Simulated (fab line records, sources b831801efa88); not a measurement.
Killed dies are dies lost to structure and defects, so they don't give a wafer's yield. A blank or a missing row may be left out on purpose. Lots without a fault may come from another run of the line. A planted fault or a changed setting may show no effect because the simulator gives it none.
fab line records | flow sfq_line
record lots=15 wafers=43 last_day=95
route steps=325 shown M1@59 I6@279 M7@292 I7@299
lots that met no fault: from a run of the same line without faults
start_h: hours from the record's first day to the start of the lot's first wafer shown | wait_h: hours since the lot's step before | " the same as in the row above | L1.1+2: a row that stands for several wafers | - no value, or no start given | * or withheld: withheld | < > ~ a bound
route shown NAME@n: a module of which the file shows steps, and the number in the route of the first | usual: mean/standard deviation of fault-free wafers | same: alike in all rows | chamber/n: place in a boat | sites: the reading at each site | _std_site: their standard deviation | _edge_site: outer sites' mean less inner sites' | radius_mm: how far each site lies from the wafer's centre | mask NAME#n: copy n | behind: the tool/chamber that last shaped the wafer | hold: why the lot was held/for how many hours/how that ended | device: the transistor (n, p or np) that didn't switch | end of line: the same wafers' tests at the end of the route | a step without rows: its recipe alone | killed: dies lost to structure and defects at the first sort, not the wafer's yield | map: a wafer's dies, x killed, . not, _ none there
set.NAME: the setting as run; set.NAME@STEP: as run at that earlier step | model.NAME: the simulator's own value behind a step, which no gauge read
steps of the route over a sample of lots; a table a step, a row a wafer
services: from which hour (start_h, from the record's first day; less than 0 if before it) a tool's chamber was out of use, for how many hours, and why
## steps
# step SFQ_TRILAYER_M1_DEP_SPUTTER_037
# recipe material=Nb base_pressure_pa=1.33e-06 chamber_pressure_pa=0.1333 substrate_temp_c=20 resputter_cathode_voltage_v=400 target_thk_nm=200 power_w=2000 time_s=133.3
# usual base_pressure_pa=1.32e-06/9.2e-08 throttle_valve_pct=30.3/1
# columns lot.wafer tool chamber start_h wait_h base_pressure_pa throttle_valve_pct
L973.1 pvd_sputter-03 - 394.79 0.0 1.28e-06 29.9
L973.4 " - " " 1.37e-06 30.1
L973.5 " - " " 1.42e-06 30.0
L974.1 pvd_sputter-05 - 399.60 0.0 1.35e-06 28.1
L974.4 " - " " 1.32e-06 31.6
L974.6 " - " " 1.32e-06 30.7
L975.1 pvd_sputter-04 - 414.71 0.0 1.32e-06 30.4
L975.4 " - " " 1.28e-06 29.9
L975.6 " - " " 1.49e-06 29.6
L976.1 pvd_sputter-05 - 427.51 0.0 1.3e-06 31.4
L976.3 " - " " 1.33e-06 28.0
L976.5 " - " " 1.5e-06 27.9
L978.4 pvd_sputter-03 - 463.84 0.0 1.44e-06 30.1
L978.5 " - " " 1.35e-06 30.9
L978.6 " - " " 1.28e-06 31.1
L979.1 pvd_sputter-04 - 472.16 0.0 1.3e-06 29.8
L979.3 " - " " 1.39e-06 30.7
L979.5 " - " " 1.39e-06 29.8
L980.3 pvd_sputter-04 - 483.14 0.0 1.34e-06 29.3
L980.4 " - " " 1.18e-06 29.7
L980.6 " - " " 1.29e-06 29.1
L981.2 pvd_sputter-04 - 497.36 0.0 1.24e-06 30.5
L981.5 " - " " 1.37e-06 30.4
L981.6 " - " " 1.37e-06 29.4
L982.2 pvd_sputter-03 - 512.96 0.0 1.4e-06 31.2
L982.3 " - " " 1.34e-06 31.1
L982.6 " - " " 1.33e-06 30.0
L987.3 pvd_sputter-03 - 565.81 0.0 1.35e-06 31.3
L987.5 " - " " 1.21e-06 31.0
L989.1 pvd_sputter-03 - 580.90 0.0 1.29e-06 30.1
L989.2 " - " " 1.39e-06 31.2
L989.6 " - " " 1.15e-06 31.2
L991.3 pvd_sputter-03 - 591.70 0.0 1.39e-06 31.0
L991.6 " - " " 1.42e-06 30.1
L994.2 pvd_sputter-05 - 627.70 0.0 1.39e-06 28.0
L994.3 " - " " 1.15e-06 31.5
L994.4 " - " " 1.48e-06 31.0
L995.1 pvd_sputter-03 - 640.90 0.0 1.29e-06 30.0
L995.2 " - " " 1.24e-06 31.1
L995.3 " - " " 1.42e-06 31.1
L996.2 pvd_sputter-05 - 651.83 0.0 1.38e-06 31.1
L996.4 " - " " 1.3e-06 31.4
L996.5 " - " " 1.25e-06 27.8
# step SFQ_M1_RS_MEAS_909
# recipe thk_meas_gauge=four-point-probe reads=Nb_of_TRILAYER_M1_DEP_SPUTTER_037
# usual M1_NB_RS=0.893/0.01
# columns lot.wafer tool chamber start_h wait_h M1_NB_RS[ohm/sq]
L973.1 film_metro-03 - 394.88 0.0 0.894
L973.4 " - " " 0.887
L973.5 " - " " 0.895
L974.1 film_metro-04 - 399.69 0.0 0.901
L974.4 " - " " 0.895
L974.6 " - " " 0.922
L975.1 film_metro-03 - 414.80 0.0 0.900
L975.4 " - " " 0.887
L975.6 " - " " 0.894
L976.1 film_metro-04 - 427.60 0.0 0.903
L976.3 " - " " 0.898
L976.5 " - " " 0.898
L978.4 film_metro-03 - 463.99 0.1 0.893
L978.5 " - " " 0.888
L978.6 " - " " 0.891
L979.1 film_metro-04 - 472.25 0.0 0.897
L979.3 " - " " 0.899
L979.5 " - " " 0.892
L980.3 film_metro-04 - 483.27 0.1 0.900
L980.4 " - " " 0.901
L980.6 " - " " 0.895
L981.2 film_metro-03 - 497.47 0.1 0.890
L981.5 " - " " 0.878
L981.6 " - " " 0.879
L982.2 film_metro-03 - 513.07 0.1 0.883
L982.3 " - " " 0.897
L982.6 " - " " 0.901
L987.3 film_metro-02 - 565.94 0.1 0.887
L987.5 " - " " 1.214
L989.1 film_metro-03 - 580.99 0.0 0.895
L989.2 " - " " 0.883
L989.6 " - " " 1.201
L991.3 film_metro-04 - 591.83 0.1 0.911
L991.6 " - " " 1.268
L994.2 film_metro-04 - 627.81 0.1 0.884
L994.3 " - " " 0.899
L994.4 " - " " 0.884
L995.1 film_metro-02 - 640.99 0.0 0.880
L995.2 " - " " 0.876
L995.3 " - " " 0.879
L996.2 film_metro-04 - 651.94 0.1 0.893
L996.4 " - " " 0.897
L996.5 " - " " 0.907
# step SFQ_TRILAYER_M1_ETCH_METAL_ETCH_042
# recipe target=Nb stop_on=SiO2 mask_material=PR chemistry=Cl2/Ar target_depth_nm=240 icp_w=600 bias_w=80 pressure_mtorr=10 time_s=120
# usual drypump_motor_current_A=5.6/0.36 oes_product_au=0.892/0.0073
# columns lot.wafer tool chamber start_h wait_h drypump_motor_current_A oes_product_au rf_hours_counter_h
L973.1 rie_metal-02 0 552.99 0.0 5.3 0.888 69
L973.4 " 1 " " 6.4 0.893 -
L973.5 " 0 " " 5.3 0.892 -
L974.1 rie_metal-03 0 561.31 0.0 5.5 0.893 62
L974.4 " 0 " " 5.5 0.891 -
L974.6 " 0 " " 5.5 0.881 -
L975.1 rie_metal-03 1 581.21 0.0 5.8 0.888 31
L975.4 " 0 " " 5.5 0.894 -
L975.6 " 1 " " 5.8 0.900 -
L976.1 rie_metal-01 1 589.61 0.0 5.4 0.887 2
L976.3 " 0 " " 5.4 0.897 -
L976.5 " 0 " " 5.4 0.880 -
L978.4 rie_metal-02 1 622.05 0.1 6.5 0.892 -
L978.5 " 0 " " 5.3 0.897 -
L978.6 " 1 " " 6.5 0.900 -
L979.1 rie_metal-01 1 630.62 0.1 5.4 0.892 6
L979.3 " 1 " " 5.4 0.886 -
L979.5 " 1 " " 5.4 0.897 -
L980.3 rie_metal-02 1 641.25 0.1 6.4 0.894 -
L980.4 " 0 " " 5.3 0.895 -
L980.6 " 0 " " 5.3 0.898 -
L981.2 rie_metal-02 0 654.53 0.0 5.3 0.892 85
L981.5 " 1 " " 6.5 0.901 -
L981.6 " 0 " " 5.3 0.896 -
L982.2 rie_metal-02 0 673.73 0.0 5.3 0.893 87
L982.3 " 0 " " 5.3 0.887 -
L982.6 " 1 " " 6.4 0.887 -
L987.3 rie_metal-03 1 722.32 0.1 5.8 0.899 -
L987.5 " 1 " " 5.8 0.757 -
L989.1 rie_metal-01 1 740.16 0.0 5.4 0.892 23
L989.2 " 0 " " 5.3 0.896 99
L989.6 " 0 " " 5.4 0.758 -
L991.3 rie_metal-01 1 753.76 0.1 5.4 0.883 -
L991.6 " 0 " " 5.3 0.728 -
L994.2 rie_metal-01 0 783.95 0.0 5.4 0.900 104
L994.3 " 0 " " 5.4 0.894 -
L994.4 " 1 " " 5.4 0.899 -
L995.1 rie_metal-02 0 797.15 0.0 5.3 0.905 102
L995.2 " 1 " " 6.4 0.902 57
L995.3 " 1 " " 6.4 0.894 -
L996.2 rie_metal-03 1 805.55 0.0 5.8 0.888 53
L996.4 " 1 " " 5.8 0.888 -
L996.5 " 0 " " 5.5 0.885 -
# step SFQ_TRILAYER_I6_VIA_STRIP_STRIP_173
# recipe gas=O2 power_w=200 platen_temp_c=40 overash_fraction=0.65 chemistry=O2 pressure_mtorr=50
# usual drypump_motor_current_A=5.6/0.41 oes_product_au=1.001/0.0073
# columns lot.wafer tool chamber start_h wait_h drypump_motor_current_A oes_product_au rf_hours_counter_h
L973.1 rie_metal-04 1 1760.77 - 5.2 0.996 59
L973.4 " 1 " " 5.2 0.999 -
L973.5 " 0 " " 5.2 0.996 -
L974.1 rie_metal-04 0 1764.37 - 5.2 1.001 51
L974.4 " 1 " " 5.1 0.999 -
L974.6 " 1 " " 5.2 1.001 -
L975.1 rie_metal-03 0 1767.97 - 5.5 1.010 84
L975.4 " 1 " " 5.8 1.014 -
L975.6 " 1 " " 5.8 1.003 -
L976.1 rie_metal-03 1 1779.97 - 5.8 0.991 59
L976.3 " 0 " " 5.5 0.994 -
L976.5 " 0 " " 5.5 0.992 -
L978.4 rie_metal-03 1 1803.44 - 5.8 1.007 -
L978.5 " 0 " " 5.5 1.009 -
L978.6 " 1 " " 5.8 1.016 -
L979.1 rie_metal-04 0 1814.04 - 5.3 1.005 59
L979.3 " 1 " " 5.2 1.003 -
L979.5 " 1 " " 5.2 1.006 -
L980.3 rie_metal-04 0 1850.93 - 5.2 0.989 -
L980.4 " 1 " " 5.2 1.005 -
L980.6 " 1 " " 5.2 1.009 -
L981.2 rie_metal-03 1 1857.93 - 5.8 1.016 71
L981.5 " 1 " " 5.8 1.008 -
L981.6 " 0 " " 5.5 1.007 -
L982.2 rie_metal-02 1 1869.93 - 6.4 0.998 67
L982.3 " 0 " " 5.3 1.006 -
L982.6 " 1 " " 6.4 1.003 -
L987.3 rie_metal-02 1 1984.22 - 6.4 0.996 -
L987.5 " 1 " " 6.4 0.997 -
L989.1 rie_metal-04 0 1992.53 - 5.3 1.004 84
L989.2 " 1 " " 5.2 1.021 92
L989.6 " 0 " " 5.3 0.999 -
L991.3 rie_metal-03 0 2001.25 - 5.5 1.008 -
L991.6 " 1 " " 5.8 0.996 -
L994.2 rie_metal-02 1 2085.85 - 6.4 1.000 102
L994.3 " 0 " " 5.3 0.998 -
L994.4 " 1 " " 6.5 0.991 -
L995.1 rie_metal-02 0 2091.85 - 5.4 0.997 8
L995.2 " 1 " " 6.5 0.985 103
L995.3 " 0 " " 5.3 0.996 -
L996.2 rie_metal-04 0 2099.05 - 5.3 0.997 98
L996.4 " 0 " " 5.3 0.998 -
L996.5 " 0 " " 5.3 1.002 -
# step SFQ_TRILAYER_M7_BARC_OPEN_METAL_ETCH_229
# recipe mask_material=PR chemistry=O2 target_depth_nm=125 target=BARC icp_w=600 bias_w=80 pressure_mtorr=10 time_s=41.7
# usual drypump_motor_current_A=5.40/0.18 oes_product_au=0.685/0.0043
# columns lot.wafer tool chamber start_h wait_h drypump_motor_current_A oes_product_au rf_hours_counter_h
L973.1 rie_metal-03 0 1776.69 0.0 5.48 0.685 85
L973.4 " 0 " " 5.50 0.681 -
L973.5 " 0 " " 5.48 0.683 -
L974.1 rie_metal-04 0 1779.09 0.0 5.27 0.686 53
L974.4 " 1 " " 5.14 0.685 -
L974.6 " 0 " " 5.27 0.692 -
L975.1 rie_metal-03 1 1781.49 0.0 5.78 0.687 60
L975.4 " 1 " " 5.75 0.681 -
L975.6 " 1 " " 5.76 0.688 -
L976.1 rie_metal-01 0 1787.24 0.0 5.40 0.687 94
L976.3 " 1 " " 5.36 0.684 -
L976.5 " 0 " " 5.38 0.680 -
L978.4 rie_metal-03 1 1806.62 0.0 5.78 0.694 -
L978.5 " 0 " " 5.50 0.682 -
L978.6 " 1 " " 5.77 0.687 -
L979.1 rie_metal-03 1 1818.18 0.0 5.76 0.686 65
L979.3 " 0 " " 5.51 0.683 -
L979.5 " 1 " " 5.75 0.682 -
L980.3 rie_metal-03 1 1854.24 0.0 5.77 0.686 -
L980.4 " 0 " " 5.49 0.685 -
L980.6 " 1 " " 5.78 0.694 -
L981.2 rie_metal-01 0 1862.23 0.0 5.38 0.676 105
L981.5 " 0 " " 5.42 0.687 -
L981.6 " 1 " " 5.38 0.684 -
L982.2 rie_metal-01 1 1873.29 0.0 5.35 0.686 53
L982.3 " 0 " " 5.37 0.684 -
L982.6 " 1 " " 5.34 0.680 -
L987.3 rie_metal-01 1 2065.32 0.0 5.37 0.688 -
L987.5 " 1 " " 5.38 0.682 -
L989.1 rie_metal-01 1 2072.50 0.0 5.36 0.682 84
L989.2 " 0 " " 5.40 0.681 15
L989.6 " 1 " " 5.37 0.685 -
L991.3 rie_metal-01 1 2078.52 0.0 5.38 0.683 -
L991.6 " 1 " " 5.38 0.689 -
L994.2 rie_metal-04 1 2089.22 0.0 5.14 0.682 104
L994.3 " 0 " " 5.22 0.683 -
L994.4 " 1 " " 5.14 0.685 -
L995.1 rie_metal-01 0 2095.22 0.0 5.39 0.682 17
L995.2 " 1 " " 5.39 0.689 86
L995.3 " 0 " " 5.33 0.682 -
L996.2 rie_metal-03 1 2102.42 0.0 5.77 0.686 101
L996.4 " 1 " " 5.77 0.683 -
L996.5 " 0 " " 5.50 0.683 -
# step SFQ_TRILAYER_I7_METRO_MEASURE_185
# usual thk_nm=200.0/1.3
# columns lot.wafer tool chamber start_h wait_h thk_nm
L973.1 film_metro-04 - 1781.56 0.1 201.1
L973.4 " - " " 200.6
L973.5 " - " " 201.5
L974.1 film_metro-03 - 1783.25 0.1 200.6
L974.4 " - " " 202.5
L974.6 " - " " 201.6
L975.1 film_metro-01 - 1785.65 0.1 199.5
L975.4 " - " " 198.4
L975.6 " - " " 200.7
L976.1 film_metro-04 - 1791.40 0.1 199.8
L976.3 " - " " 199.7
L976.5 " - " " 196.3
L978.4 film_metro-03 - 1811.36 0.6 200.9
L978.5 " - " " 200.8
L978.6 " - " " 200.1
L979.1 film_metro-03 - 1822.34 0.1 199.0
L979.3 " - " " 201.5
L979.5 " - " " 200.6
L980.3 film_metro-03 - 1860.62 0.5 197.9
L980.4 " - " " 200.0
L980.6 " - " " 200.7
L981.2 film_metro-04 - 1868.14 0.3 200.8
L981.5 " - " " 200.7
L981.6 " - " " 198.7
L982.2 film_metro-03 - 1877.65 0.3 200.1
L982.3 " - " " 203.0
L982.6 " - " " 202.9
L987.3 film_metro-01 - 2069.88 0.5 200.6
L987.5 " - " " 200.9
L989.1 film_metro-03 - 2076.66 0.1 199.6
L989.2 " - " " 199.0
L989.6 " - " " 200.5
L991.3 film_metro-04 - 2083.06 0.5 200.8
L991.6 " - " " 201.0
L994.2 film_metro-04 - 2093.57 0.3 202.1
L994.3 " - " " 198.0
L994.4 " - " " 200.3
L995.1 film_metro-01 - 2099.37 0.1 198.4
L995.2 " - " " 199.1
L995.3 " - " " 198.9
L996.2 film_metro-04 - 2106.77 0.3 198.7
L996.4 " - " " 201.0
L996.5 " - " " 199.4
## services
# columns tool chamber start_h hours kind
rie_metal-01 - 422.46 0.2 repair
rie_metal-03 1 443.79 8.5 repair
rie_metal-03 - 498.99 4.9 repair
rie_metal-03 - 578.56 1.0 repair
rie_metal-03 0 599.35 48.2 repair
rie_metal-03 1 627.63 16.1 repair
rie_metal-03 - 646.13 28.1 pm
rie_metal-03 - 674.23 2.8 pm
rie_metal-03 1 685.24 2.5 repair
rie_metal-03 - 751.85 15.6 pm
rie_metal-01 - 869.62 2.8 pm
rie_metal-03 0 876.51 1.5 repair
rie_metal-03 - 902.16 0.7 repair
rie_metal-01 1 958.24 7.5 repair
rie_metal-01 - 1042.52 5.7 repair
rie_metal-03 - 1091.96 1.4 pm
rie_metal-03 0 1171.96 9.0 repair
rie_metal-01 - 1283.99 0.2 repair
rie_metal-01 - 1298.96 3.5 repair
rie_metal-03 - 1315.79 14.6 pm
rie_metal-01 - 1327.37 14.6 pm
rie_metal-03 - 1370.85 2.1 repair
rie_metal-03 0 1479.20 11.8 repair
rie_metal-03 - 1758.16 2.8 pm
## key
first_sign step=SFQ_M1_RS_MEAS_909 reading=M1_NB_RS direction=up sigmas=32 usual=0.893 struck=1.228
effect step=SFQ_TRILAYER_M1_ETCH_METAL_ETCH_042 reading=oes_product_au direction=down sigmas=20 usual=0.892 struck=0.748
met_at SFQ_TRILAYER_M1_DEP_SPUTTER_037
struck_lots L987,L989,L991
struck_wafers L987.5,L989.6,L991.6
not_acting_at SFQ_TRILAYER_I6_VIA_STRIP_STRIP_173,SFQ_TRILAYER_M7_BARC_OPEN_METAL_ETCH_229,SFQ_TRILAYER_I7_METRO_MEASURE_185
onset_between 512.96 565.81
fault kind=process_parameter_drift tool=pvd_sputter-03 chamber=- onset_h=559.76 steps=SFQ_TRILAYER_M1_DEP_SPUTTER_037 channel=target_thk_nm offset=-52.76 shape=step end_h=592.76 scope=struck_wafers_only acts_in=these_recipes_only stated=200
